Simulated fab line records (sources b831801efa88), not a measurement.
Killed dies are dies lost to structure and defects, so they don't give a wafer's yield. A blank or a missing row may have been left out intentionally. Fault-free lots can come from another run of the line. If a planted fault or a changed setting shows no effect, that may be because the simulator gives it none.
Split-lot experiment + flow sky130 + 5 lots, 27 wafers read, on a route of 708 steps

## THE SPLIT
At SKY_GATE_OXIDE_OXIDATION_16 (stabilise 600 s, purge 300 s, target thk 3.57 nm), the setting ox-time-s was moved away from the recipe's 1915 s on 24 of the 27 wafers read, by -59.4% to +32.1%. All remaining wafers had this setting at the recipe value.

Reading taken at the split's own step.

## THE READING
SiO2_of_GATE_OXIDE_OXIDATION_01.thk-nm (the simulator's own value, which no gauge read), in nm, at SKY_GATE_OXIDE_OXIDATION_16 (stabilise 600 s, purge 300 s, target thk 3.57 nm). The file gives no usual value for it. Here, 3 wafers ran the recipe; their average is 12.23 nm with a standard deviation of 0.099 nm.

| wafer  | tool, chamber at the split | ox-time-s as run, s | against the recipe | SiO2_of_GATE_OXIDE_OXIDATION_01.thk-nm, nm | against lot-mates on the recipe |
|--------|----------------------------|---------------------|--------------------|--------------------------------------------|---------------------------------|
| L074.1 | -, -                       | 1079                | -43.7%             | 11.1                                       | no lot-mate on the recipe       |
| L074.2 | -, -                       | 1079                | -43.7%             | 11.04                                      | no lot-mate on the recipe       |
| L074.3 | -, -                       | 1079                | -43.7%             | 10.88                                      | no lot-mate on the recipe       |
| L074.4 | -, -                       | 1079                | -43.7%             | 10.85                                      | no lot-mate on the recipe       |
| L074.5 | -, -                       | 1079                | -43.7%             | 10.83                                      | no lot-mate on the recipe       |
| L074.6 | -, -                       | 1079                | -43.7%             | 11                                         | no lot-mate on the recipe       |
| L076.1 | -, -                       | 777.7               | -59.4%             | 10.74                                      | no lot-mate on the recipe       |
| L076.5 | -, -                       | 777.7               | -59.4%             | 10.74                                      | no lot-mate on the recipe       |
| L076.2 | -, -                       | 777.7               | -59.4%             | 10.83                                      | no lot-mate on the recipe       |
| L076.3 | -, -                       | 777.7               | -59.4%             | 11.01                                      | no lot-mate on the recipe       |
| L076.4 | -, -                       | 777.7               | -59.4%             | 10.76                                      | no lot-mate on the recipe       |
| L076.6 | -, -                       | 777.7               | -59.4%             | 10.78                                      | no lot-mate on the recipe       |
| L079.1 | furnace-01, 0              | 1915                | recipe             | 12.21                                      | -                               |
| L079.2 | furnace-01, 0              | 1915                | recipe             | 12.12                                      | -                               |
| L079.3 | furnace-01, 0              | 1915                | recipe             | 12.36                                      | -                               |
| L083.1 | -, -                       | 1432                | -25.2%             | 11.27                                      | no lot-mate on the recipe       |
| L083.2 | -, -                       | 1432                | -25.2%             | 11.1                                       | no lot-mate on the recipe       |
| L083.4 | -, -                       | 1432                | -25.2%             | 11.1                                       | no lot-mate on the recipe       |
| L083.6 | -, -                       | 1432                | -25.2%             | 11.1                                       | no lot-mate on the recipe       |
| L083.3 | -, -                       | 1432                | -25.2%             | 11.18                                      | no lot-mate on the recipe       |
| L083.5 | -, -                       | 1432                | -25.2%             | 11.02                                      | no lot-mate on the recipe       |
| L085.1 | -, -                       | 2530                | +32.1%             | 12.14                                      | no lot-mate on the recipe       |
| L085.2 | -, -                       | 2530                | +32.1%             | 12.28                                      | no lot-mate on the recipe       |
| L085.3 | -, -                       | 2530                | +32.1%             | 12.17                                      | no lot-mate on the recipe       |
| L085.4 | -, -                       | 2530                | +32.1%             | 12.27                                      | no lot-mate on the recipe       |
| L085.5 | -, -                       | 2530                | +32.1%             | 12.31                                      | no lot-mate on the recipe       |
| L085.6 | -, -                       | 2530                | +32.1%             | 12.3                                       | no lot-mate on the recipe       |

FIT RESULTS
A straight line over all 27 wafers: SiO2_of_GATE_OXIDE_OXIDATION_01.thk-nm changes by +0.0174 nm for each +1% of ox-time-s; r = +0.94; the points scatter about the line by 0.22 nm.
Too few moved wafers with a lot-mate on the recipe to fit a line net of each lot's own level.

## THE FILE'S OWN FIT
SiO2_of_GATE_OXIDE_OXIDATION_01.thk-nm changes by +0.0173 nm for each +1% of ox-time-s, r = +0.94.
